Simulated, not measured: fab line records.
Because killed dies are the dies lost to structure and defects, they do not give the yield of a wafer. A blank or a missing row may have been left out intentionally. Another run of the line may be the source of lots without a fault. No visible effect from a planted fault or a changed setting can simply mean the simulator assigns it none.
Matching of chambers -- flow sky130 -- 4 sister chambers for SKY_FIELD_ISO_ETCH_17 on rie-si-02
The step etches Si in HBr/Cl2/O2, target depth 342 nm, time 97.7 s. 4 wafers are shown with their chamber, then 11 later ones without.

## WAFERS WITH THEIR CHAMBER
wafer,chamber,drypump-motor-current-A (A)
L085.1,3,6.0
L087.3,2,5.2
L087.5,1,6.0
L089.1,0,6.2

## WAFERS WITHOUT THEIR CHAMBER
wafer,drypump-motor-current-A (A)
L089.4,6.0
L089.5,6.0
L092.4,5.2
L092.5,6.0
L092.6,5.2
L094.3,6.0
L094.4,6.2
L094.6,5.9
L095.1,6.1
L095.3,6.0
L095.6,6.0

## CHAMBER TAKEN BY EACH
wafer,from the rows above,in truth
L089.4,can't be placed: 1 or 3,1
L089.5,can't be placed: 1 or 3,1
L092.4,2,2
L092.5,can't be placed: 1 or 3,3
L092.6,2,2
L094.3,can't be placed: 1 or 3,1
L094.4,0,0
L094.6,can't be placed: 1 or 3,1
L095.1,can't be placed: 1 or 3 or 0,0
L095.3,can't be placed: 1 or 3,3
L095.6,can't be placed: 1 or 3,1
3 of 11 placed correctly. Cannot be placed on the basis of these rows: 8; the candidates contain the true chamber in 8. Number placed wrongly: 0.
How it was worked out, from the rows above alone: a wafer's distance from a chamber is the root of the sum, over the readings, of the square of ((its reading less the chamber's mean) divided by the reading's scatter). The wafer belongs to the nearest chamber; if the next one is less than 2 further off, it can't be placed. The mean given for a chamber averages the wafers shown for that chamber. The scatter (one wafer shown for each chamber): square how far every hidden wafer sits from the nearest shown wafer, average those squares and take the square root.
